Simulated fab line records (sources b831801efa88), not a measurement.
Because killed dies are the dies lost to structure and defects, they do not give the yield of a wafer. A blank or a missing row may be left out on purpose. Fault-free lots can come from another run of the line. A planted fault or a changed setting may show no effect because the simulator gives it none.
Which tool was responsible? ; flow gf180mcu ; 6 lots, 18 wafers sampled, at 5 steps of a route of 602

WHAT THE GAUGES READ, wafer by wafer
GF_V2_THK_MEAS_03.
lot;measured;on;V2_CVD_02_THK (nm)
L297;day 19 13:43;film metro-04;860 862 850
L301;day 21 04:20;film metro-02;850 857 872
L303;day 21 23:59;film metro-02;827 834 836
L309;day 24 00:03;film metro-01;848 855 858
L317;day 26 14:10;film metro-04;838 841 849
L319;day 27 02:57;film metro-04;831 847 851

TOOL THAT RAN EACH LOT (tool first, then ch and the chambers of the sampled wafers, then the start)
lot;GF_V1_CVD_23;GF_M2_SPUTTER_04;GF_M2_METAL_ETCH_16;GF_M2_STRIP_17
L297;cvd w-02 ch 0,1, day 18 11:53;pvd sputter-04, day 18 12:38;rie metal-03 ch 0,1, day 19 12:50;plasma asher-01 ch 0,1, day 19 12:58
L301;cvd w-02 ch 0,1, day 20 02:24;pvd sputter-02, day 20 03:10;rie metal-03 ch 1, day 21 03:27;plasma asher-02 ch 1, day 21 03:35
L303;cvd w-02 ch 0,1, day 20 21:47;pvd sputter-02, day 20 22:34;rie metal-02 ch 0,1, day 21 22:46;plasma asher-02 ch 0,1, day 21 22:53
L309;cvd w-01 ch 0,1, day 22 23:25;pvd sputter-03, day 23 00:11;rie metal-02 ch 0,1, day 23 23:03;plasma asher-01 ch 0,1, day 23 23:13
L317;cvd w-02 ch 0,1, day 25 15:28;pvd sputter-02, day 25 16:14;rie metal-03 ch 0,1, day 26 13:19;plasma asher-02 ch 1, day 26 13:26
L319;cvd w-01 ch 0,1, day 26 04:12;pvd sputter-04, day 26 04:59;rie metal-02 ch 0,1, day 27 02:04;plasma asher-04 ch 0,1, day 27 02:11
- GF_V1_CVD_23: deposits W, target thk 350 nm, time 105.05 s.
- GF_M2_SPUTTER_04: material TiN, target thk 50 nm, time 41.7 s.
- GF_M2_METAL_ETCH_16: etches the open film in Cl2/BCl3, stops on SiO2, target depth 750.8 nm, time 125.1 s.
- GF_M2_STRIP_17: strips in O2/N2.

THE ANSWER, worked out from the rows above alone
Rule: what is usual is taken from the lots themselves. Put in order of their means at a reading, lots are off if they are a third of the lots or fewer, leave a main group of 4 or more, and stand apart from it by a gap of 3 or more times the standard deviation of the main group's means; of several such gaps the widest counts. A main group whose means are all the same, to the digits that the tables above print for the reading, isn't used. Also off: a lot with no number at a reading for which 4 or more lots have one. The other lots that the step has rows for count as sound.
Across all readings shown, no lot is off: no conclusion can be drawn from this.

WHAT WAS PUT IN BY THE SIMULATOR
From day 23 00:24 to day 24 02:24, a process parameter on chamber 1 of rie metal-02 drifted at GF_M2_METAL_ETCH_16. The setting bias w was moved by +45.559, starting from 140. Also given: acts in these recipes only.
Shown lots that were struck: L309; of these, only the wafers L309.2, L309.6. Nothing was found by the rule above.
